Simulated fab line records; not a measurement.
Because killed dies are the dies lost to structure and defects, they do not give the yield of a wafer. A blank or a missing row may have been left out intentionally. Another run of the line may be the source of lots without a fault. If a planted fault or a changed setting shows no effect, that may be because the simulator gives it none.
Which of the tools did it?    flow sky130    12 lots with 36 wafers sampled at 2 steps, on a route of 708 steps

## WHAT THE GAUGES SHOWED, per wafer
SKY_METAL4_OVL_MEAS_14. Usual: METAL4_OVL typically reads 1 nm, with standard deviation 5.3.
lot   measured      on          METAL4_OVL (nm)  flag
L114  day 42 12:42  overlay-02  0 -2 -4          
L115  day 43 01:30  overlay-01  -4 0 2           
L116  day 43 04:25  overlay-01  1 -9 0           
L119  day 44 09:11  overlay-01  -2 4 0           
L121  day 44 11:36  overlay-01  -6 -2 -4         
L120  day 44 14:37  overlay-01  -2 -1 0          
L122  day 44 20:40  overlay-01  -2 1 3           
L123  day 45 03:09  overlay-01  -7 0 -3          
L128  day 46 00:40  overlay-01  4 6 5            
L133  day 47 00:05  overlay-01  -4 -4 -2         
L136  day 47 17:39  overlay-02  -5 1 -3          
L135  day 47 18:32  overlay-01  -1 3 2           

## EACH LOT AND THE TOOL THAT RAN IT (in order: tool; ch and the chambers of the sampled wafers; start)
lot   SKY_CAP2M_SPUTTER_02
L114  pvdSputter-02, day 40 11:37
L115  pvdSputter-01, day 41 02:25
L116  pvdSputter-02, day 41 03:58
L119  pvdSputter-01, day 42 12:01
L121  pvdSputter-03, day 42 12:55
L120  pvdSputter-03, day 42 16:49
L122  pvdSputter-01, day 42 23:14
L123  pvdSputter-03, day 43 07:52
L128  pvdSputter-02, day 44 04:35
L133  pvdSputter-02, day 45 05:13
L136  pvdSputter-02, day 45 23:25
L135  pvdSputter-02, day 46 01:10
- SKY_CAP2M_SPUTTER_02: material TiN, target thk 200 nm, time 166.7 s.

## AS READ BY THE TOOLS THEMSELVES (means over the sampled wafers that have a number; for cases with no such wafer, the mark the record gives instead)
SKY_CAP2M_SPUTTER_02. Usual: substrateTempC 299.96 C, standard deviation 0.22; throttleValvePct 29.7 %, standard deviation 0.92.
lot   tool           substrateTempC (C)  throttleValvePct (%)  flag
L114  pvdSputter-02  299.90              28.8                  
L115  pvdSputter-01  299.97              30.3                  
L116  pvdSputter-02  300.00              29.9                  
L119  pvdSputter-01  299.96              30.3                  
L121  pvdSputter-03  300.03              29.2                  
L120  pvdSputter-03  300.13              30.7                  
L122  pvdSputter-01  300.06              30.6                  
L123  pvdSputter-03  300.04              29.8                  
L128  pvdSputter-02  299.78              29.7                  
L133  pvdSputter-02  299.90              29.4                  
L136  pvdSputter-02  300.10              30.3                  
L135  pvdSputter-02  299.94              29.4                  

## THE ANSWER, worked out from the rows above alone
Rule: a lot is off if the mean of its wafers that have a number lies more than 3 standard deviations from the usual mean. A lot without any number at a reading at which 4 lots or more have one is off too. Any other lot the step has rows for is counted as sound. The gauges are gone through in route order, then the tools' own readings, and for those a lot's mean is taken as printed above. At the first step where some lot is off, the reading lying furthest off is the one used; lots without a number count as furthest.
None of the lots is off at any reading shown; this tells nothing.

## WHAT THE SIMULATOR HAD PUT IN
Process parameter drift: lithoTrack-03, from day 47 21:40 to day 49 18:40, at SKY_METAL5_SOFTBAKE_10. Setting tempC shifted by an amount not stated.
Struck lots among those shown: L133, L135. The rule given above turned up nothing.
